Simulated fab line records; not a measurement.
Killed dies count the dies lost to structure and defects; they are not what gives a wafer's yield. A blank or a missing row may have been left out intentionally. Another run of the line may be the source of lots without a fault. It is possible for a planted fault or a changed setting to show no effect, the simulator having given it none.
Struck lot and sound lot, side by side || flow sky130 || 26 steps out of a route of 708
Sound: these wafers, L853.1, L853.3, L853.6. Wafers L865.1, L865.3, L865.4 were the ones struck. The cause comes at the end.
Each step with rows lists, per side, the tool, then ch with its chambers, then its first start. Under that, the readings that differ: sound wafers || struck wafers || difference of the means || sigmas: that difference in standard deviations of wafers without a fault.
alike: readings whose means differ by less than 2 such deviations, and words and numbers that are the same on both sides. not compared: withheld readings, readings that some wafer has no value for, bounds like >300 that may hide the same value, and numbers for which the record gives no deviation and whose values overlap.
A row with sigmas, a row that says differs or no value, or rows on one side alone: a step with any of these is where the two part. Non-overlapping numbers with no deviation appear without sigmas and do not part them. A reading missing from all wafers of one side parts the sides only when that side holds two or more wafers.

first, 5 steps without rows for these wafers: SKY_GATE_OXIDE_COAT_05 (resist thk 1140 nm); SKY_GATE_OXIDE_SOFTBAKE_06 (time 60 s); SKY_GATE_OXIDE_EXPOSE_07 (exposes mask LVOM, target cd 600 nm); SKY_GATE_OXIDE_PEB_08; SKY_GATE_OXIDE_DEVELOP_09 (develop time 60 s).
SKY_GATE_OXIDE_OVL_MEAS_10:
  sound on overlay-02 at day 13 23:14; struck on overlay-01 at day 18 18:41
  alike: GATE_OXIDE_OVL
then, 2 steps without rows for these wafers: SKY_GATE_OXIDE_IMPLANT_11; SKY_GATE_OXIDE_WET_ETCH_12 (etches SiO2 in dHF, target depth 16.8 nm, time 336 s).
SKY_GATE_OXIDE_STRIP_13: strips in O2/N2.
  sound on plasma asher-03 ch 0,1, day 13 23:31; struck on plasma asher-04 ch 0,1, day 18 18:58
  alike: drypump motor current A, n2 flow sccm, oes product au, strip time to endpoint s
  not compared: rf hours counter h
SKY_GATE_OXIDE_TW_MEAS_14:
  sound on film metro-01 at day 13 23:37; struck on film metro-03 at day 18 19:04
  alike: GATE_OXIDE_TW
then, 2 steps without rows for these wafers: SKY_GATE_OXIDE_CLEAN_15 (cleans in SC1/SC2, time 150 s); SKY_GATE_OXIDE_OXIDATION_16 (stabilise 600 s, purge 300 s, target thk 3.57 nm).
SKY_POLY_GATE_CVD_00: deposits poly-Si, target thk 180 nm, time 720 s.
  sound on lpcvd-01 ch 1, day 14 04:33; struck on lpcvd-01 ch 0, day 18 22:22
{"reading": "pressure mtorr (mTorr)", "sound": "199.4 199.5 199.6", "struck": "240.3 239.9 239.3", "difference": "+40.3", "sigmas": "+92"}
{"reading": "zone power lower pct (%)", "sound": "7.23 7.26 7.35", "struck": "7.84 7.87 7.79", "difference": "+0.55", "sigmas": "+2"}
{"reading": "model.poly-Si_of_POLY_GATE_CVD_00.thk nm (nm)", "sound": "181.2 180.5 180.1", "struck": "196.3 196.4 197.6", "difference": "+16.2", "sigmas": ""}
  alike: spike tc centre C, spike tc lower C, susceptor temp C
SKY_POLY_GATE_THK_MEAS_01:
  sound on film metro-01 at day 14 05:45; struck on film metro-04 at day 18 23:50
{"reading": "POLY_GATE_CVD_00_THK (nm)", "sound": "181.3 180.5 180.0", "struck": "196.3 196.4 197.7", "difference": "+16.2", "sigmas": "+12"}
  not compared: hold
then, 7 steps without rows for these wafers: SKY_RES_PROTECT_HMDS_01 (prime time 60 s); SKY_RES_PROTECT_COAT_02 (resist thk 1140 nm); SKY_RES_PROTECT_SOFTBAKE_03 (time 60 s); SKY_RES_PROTECT_EXPOSE_04 (exposes mask RPM, target cd 1270 nm); SKY_RES_PROTECT_PEB_05; SKY_RES_PROTECT_DEVELOP_06 (develop time 60 s); SKY_POLY_GATE_IMPLANT_02.
SKY_RES_PROTECT_STRIP_07: strips in O2/N2.
  sound on plasma asher-03 ch 0, day 15 08:44; struck on plasma asher-03 ch 0,1, day 20 04:38
  alike: drypump motor current A, n2 flow sccm, oes product au, strip time to endpoint s
  not compared: rf hours counter h
SKY_RES_PROTECT_TW_MEAS_08:
  sound on film metro-01 at day 15 08:50; struck on film metro-01 at day 20 04:44
  alike: POLY_GATE_TW
SKY_RES_PROTECT_CLEAN_09: cleans in SC1/SC2, time 150 s.
  sound on wet bench-03 ch 3, day 15 08:54; struck on wet bench-01 ch 3, day 20 04:48
{"reading": "model.poly-Si_of_POLY_GATE_CVD_00.thk nm (nm)", "sound": "180.6 179.8 179.5", "struck": "195.7 195.8 196.9", "difference": "+16.2", "sigmas": ""}
then, 1 step without rows for these wafers: SKY_POLY_GATE_CVD_03 (deposits Si3N4 from DCS/NH3, target thk 75 nm, time 1290 s).
-- the record jumps here: 29 days lie between the struck wafers' starts before and after (it left off in module POLY_GATE and takes up again in module PAD_OPEN, whose first step shown is number 708 of the route) --
SKY_PAD_OPEN_PROBE_99:
  sound on prober-01 at day 45 19:42; struck on prober-02 at day 49 05:04
{"reading": "model.etest.res high po.line ohm um", "sound": "741.5 748.9 755.7", "struck": "721.9 710.3 724", "difference": -30.0, "sigmas": ""}
{"reading": "model.etest.res high po.rs ohm sq", "sound": "259.5 260.2 260.8", "struck": "251.3 251.2 251", "difference": -9.0, "sigmas": ""}
{"reading": "model.etest.cap li to poly.c af um2", "sound": "103.6 102.7 105.1", "struck": "106.2 105.7 107.4", "difference": "+2.6", "sigmas": ""}
{"reading": "model.etest.res poly.rs ohm sq", "sound": "47.99 48.38 47.93", "struck": "45.66 45.71 45.5", "difference": -2.48, "sigmas": ""}
  alike: killed_at_M0_to_M3, killed_at_M4_up, killed at contacts, killed at front end, killed at other, killed dies, killed open, killed short
  not compared: model.etest.res poly.line ohm um, model.etest.licon high po.rc ohm

## WHERE THEY PART
At SKY_POLY_GATE_CVD_00 first; at SKY_POLY_GATE_THK_MEAS_01 last (within this record only). Later steps at which nothing parts them and some readings are alike: SKY_RES_PROTECT_STRIP_07, SKY_RES_PROTECT_TW_MEAS_08, SKY_PAD_OPEN_PROBE_99.

WHY: whatever the simulator had introduced
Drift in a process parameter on lpcvd-01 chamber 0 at SKY_POLY_GATE_CVD_00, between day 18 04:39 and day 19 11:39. Setting pressure mtorr shifted by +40 from 200.
